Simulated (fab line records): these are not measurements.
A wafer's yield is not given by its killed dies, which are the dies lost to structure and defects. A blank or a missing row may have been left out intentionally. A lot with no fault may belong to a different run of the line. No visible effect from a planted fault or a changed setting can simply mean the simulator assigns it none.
Which tool is to blame? + flow gf180mcu + Sampling: 13 lots, 39 wafers, 5 of 602 route steps

== WHAT THE GAUGES READ, wafer by wafer ==
GF_CONTACT_OVL_MEAS_15.
| lot  | measured     | on         | CONTACT_OVL (nm) |
|------|--------------|------------|------------------|
| L609 | day 16 05:57 | overlay-02 | 1 12 9           |
| L610 | day 16 12:47 | overlay-01 | 4 0 11           |
| L612 | day 16 23:49 | overlay-02 | -3 4 4           |
| L611 | day 17 00:12 | overlay-01 | -6 4 -1          |
| L613 | day 17 16:36 | overlay-01 | 3 4 12           |
| L614 | day 17 19:03 | overlay-01 | 12 0 13          |
| L615 | day 18 03:37 | overlay-02 | 0 2 4            |
| L616 | day 18 09:59 | overlay-01 | 3 10 13          |
| L617 | day 18 20:03 | overlay-02 | 13 5 2           |
| L621 | day 20 09:13 | overlay-02 | 11 6 9           |
| L631 | day 24 00:07 | overlay-02 | 3 9 2            |
| L630 | day 24 03:28 | overlay-01 | 13 3 6           |
| L632 | day 24 09:40 | overlay-01 | 14 19 9          |

GF_M1_OVL_MEAS_15.
| lot  | measured     | on         | M1_OVL (nm) |
|------|--------------|------------|-------------|
| L609 | day 17 06:00 | overlay-02 | 2 6 8       |
| L610 | day 17 13:46 | overlay-01 | -10 -9 -10  |
| L612 | day 18 00:33 | overlay-01 | 4 -12 -4    |
| L611 | day 18 01:07 | overlay-02 | -8 3 -4     |
| L613 | day 18 18:00 | overlay-01 | 7 4 9       |
| L614 | day 18 20:15 | overlay-01 | -4 5 -4     |
| L615 | day 19 04:39 | overlay-02 | -1 -3 -2    |
| L616 | day 19 11:37 | overlay-02 | 1 -2 0      |
| L617 | day 19 21:49 | overlay-02 | -1 7 -7     |
| L621 | day 21 10:39 | overlay-01 | -4 2 -3     |
| L631 | day 24 23:47 | overlay-01 | 6 5 6       |
| L630 | day 25 03:02 | overlay-02 | -5 -4 -6    |
| L632 | day 25 08:52 | overlay-01 | -3 -4 4     |

GF_V1_THK_MEAS_03.
| lot  | measured     | on            | V1_CVD_02_THK (nm) |
|------|--------------|---------------|--------------------|
| L609 | day 17 06:53 | film_metro-02 | 841 848 847        |
| L610 | day 17 14:48 | film_metro-04 | 841 858 867        |
| L612 | day 18 01:26 | film_metro-04 | 842 843 845        |
| L611 | day 18 02:01 | film_metro-02 | 847 847 859        |
| L613 | day 18 19:20 | film_metro-02 | 847 842 855        |
| L614 | day 18 21:08 | film_metro-02 | 844 864 843        |
| L615 | day 19 05:34 | film_metro-04 | 837 862 855        |
| L616 | day 19 12:32 | film_metro-01 | 843 863 862        |
| L617 | day 19 22:44 | film_metro-01 | 844 843 849        |
| L621 | day 21 11:32 | film_metro-01 | 839 845 855        |
| L631 | day 25 00:43 | film_metro-04 | 831 836 843        |
| L630 | day 25 03:58 | film_metro-01 | 837 842 856        |
| L632 | day 25 09:52 | film_metro-04 | 831 845 855        |

== EACH LOT AND THE TOOL THAT RAN IT (in order: tool; ch and the chambers of the sampled wafers; start) ==
| lot  | GF_M1_METAL_ETCH_16               | GF_M1_STRIP_17                       |
|------|-----------------------------------|--------------------------------------|
| L609 | rie_metal-03 ch 1, day 17 06:02   | plasma_asher-03 ch 1, day 17 06:09   |
| L610 | rie_metal-01 ch 0,1, day 17 13:48 | plasma_asher-03 ch 0,1, day 17 13:55 |
| L612 | rie_metal-01 ch 0,1, day 18 00:35 | plasma_asher-04 ch 0,1, day 18 00:41 |
| L611 | rie_metal-03 ch 0,1, day 18 01:09 | plasma_asher-04 ch 0,1, day 18 01:16 |
| L613 | rie_metal-03 ch 0,1, day 18 18:02 | plasma_asher-04 ch 0,1, day 18 18:08 |
| L614 | rie_metal-04 ch 0,1, day 18 20:17 | plasma_asher-02 ch 0,1, day 18 20:23 |
| L615 | rie_metal-04 ch 0,1, day 19 04:41 | plasma_asher-02 ch 0, day 19 04:47   |
| L616 | rie_metal-04 ch 0,1, day 19 11:39 | plasma_asher-02 ch 0,1, day 19 11:46 |
| L617 | rie_metal-03 ch 0,1, day 19 21:52 | plasma_asher-02 ch 0,1, day 19 21:59 |
| L621 | rie_metal-03 ch 0,1, day 21 10:41 | plasma_asher-03 ch 0,1, day 21 10:47 |
| L631 | rie_metal-03 ch 0,1, day 24 23:50 | plasma_asher-04 ch 0,1, day 24 23:56 |
| L630 | rie_metal-01 ch 0,1, day 25 03:05 | plasma_asher-02 ch 0,1, day 25 03:11 |
| L632 | rie_metal-01 ch 0, day 25 08:54   | plasma_asher-04 ch 0,1, day 25 09:08 |
- GF_M1_METAL_ETCH_16: etches the open film in Cl2/BCl3, stops on SiO2, target depth 627.5 nm, time 104.6 s.
- GF_M1_STRIP_17: strips in O2/N2.

== WHAT THE TOOLS THEMSELVES READ (means of the sampled wafers that have a number; where no wafer has one, the mark that the record gives instead) ==
GF_M1_METAL_ETCH_16.
| lot  | tool         | chamber_pressure_mTorr (mTorr) | drypump_motor_current_A (A) | oes_product_au (a.u.) | throttle_valve_pct (%) |
|------|--------------|--------------------------------|-----------------------------|-----------------------|------------------------|
| L609 | rie_metal-03 | 7.998                          | 5.5                         | 0.965                 | 28.243                 |
| L610 | rie_metal-01 | 8.002                          | 5.3                         | 0.982                 | 28.240                 |
| L612 | rie_metal-01 | 8.001                          | 5.3                         | 0.967                 | 28.250                 |
| L611 | rie_metal-03 | 7.997                          | 5.6                         | 0.973                 | 28.249                 |
| L613 | rie_metal-03 | 7.995                          | 5.6                         | 0.977                 | 28.248                 |
| L614 | rie_metal-04 | 7.998                          | 5.1                         | 0.970                 | 28.240                 |
| L615 | rie_metal-04 | 8.002                          | 5.3                         | 0.972                 | 28.254                 |
| L616 | rie_metal-04 | 7.999                          | 5.3                         | 0.969                 | 28.244                 |
| L617 | rie_metal-03 | 7.999                          | 5.6                         | 0.979                 | 28.240                 |
| L621 | rie_metal-03 | 8.000                          | 5.6                         | 0.909                 | 28.319                 |
| L631 | rie_metal-03 | 7.992                          | 5.6                         | 0.975                 | 28.245                 |
| L630 | rie_metal-01 | 8.009                          | 5.3                         | 0.967                 | 28.250                 |
| L632 | rie_metal-01 | 7.998                          | 6.4                         | 0.971                 | 28.251                 |

GF_M1_STRIP_17.
| lot  | tool            | chamber_pressure_mTorr (mTorr) | drypump_motor_current_A (A) | heater_power_w (W) | oes_product_au (a.u.) | platen_temp_c (C) | strip_time_to_endpoint_s (s) |
|------|-----------------|--------------------------------|-----------------------------|--------------------|-----------------------|-------------------|------------------------------|
| L609 | plasma_asher-03 | 1501.2                         | 5.8                         | 324                | 0.560                 | 249.80            | 7.87                         |
| L610 | plasma_asher-03 | 1500.2                         | 6.1                         | 341                | 0.559                 | 249.63            | 7.91                         |
| L612 | plasma_asher-04 | 1499.1                         | 5.4                         | 316                | 0.559                 | 249.96            | 7.93                         |
| L611 | plasma_asher-04 | 1500.1                         | 5.4                         | 310                | 0.556                 | 250.21            | 7.85                         |
| L613 | plasma_asher-04 | 1498.5                         | 5.4                         | 310                | 0.555                 | 250.07            | 7.91                         |
| L614 | plasma_asher-02 | 1499.9                         | 5.3                         | 392                | 0.556                 | 249.92            | 7.84                         |
| L615 | plasma_asher-02 | 1500.2                         | 6.0                         | 480                | 0.560                 | 250.06            | 7.88                         |
| L616 | plasma_asher-02 | 1499.8                         | 5.6                         | 434                | 0.560                 | 250.08            | 7.88                         |
| L617 | plasma_asher-02 | 1500.3                         | 5.2                         | 391                | 0.558                 | 250.13            | 7.92                         |
| L621 | plasma_asher-03 | 1500.0                         | 6.1                         | 342                | 0.570                 | 250.11            | 8.11                         |
| L631 | plasma_asher-04 | 1500.4                         | 5.1                         | 347                | 0.555                 | 249.89            | 7.85                         |
| L630 | plasma_asher-02 | 1501.2                         | 5.3                         | 388                | 0.554                 | 249.80            | 7.83                         |
| L632 | plasma_asher-04 | 1499.4                         | 5.1                         | 354                | 0.562                 | 250.10            | 7.89                         |

== THE ANSWER, worked out from the rows above alone ==
Rule: the usual values come from the lots themselves. Put in order of their means at a reading, lots are off if they are a third of the lots or fewer, leave a main group of 4 or more, and stand apart from it by a gap of 3 or more times the standard deviation of the main group's means; of several such gaps the widest counts. The tables above print the reading to a certain number of digits; a main group whose means all agree to those digits is not used. A lot without any number at a reading at which 4 lots or more have one is off too. Any other lot the step has rows for is counted as sound. Order of review: gauges by route order, followed by the tools' own readings, for which a lot's mean as printed above is used. At the first step where some lot is off, the reading lying furthest off is the one used; lots without a number count as furthest.
Off: L621, at GF_M1_METAL_ETCH_16 (throttle_valve_pct). The main group: mean 28.246 %, standard deviation 0.0046.
If a tool, at that step or one of the process steps before it, ran each lot that is off and ran no sound lot following the first of them, it fits. Of those tried, none fits.

== WHAT THE SIMULATOR HAD PUT IN ==
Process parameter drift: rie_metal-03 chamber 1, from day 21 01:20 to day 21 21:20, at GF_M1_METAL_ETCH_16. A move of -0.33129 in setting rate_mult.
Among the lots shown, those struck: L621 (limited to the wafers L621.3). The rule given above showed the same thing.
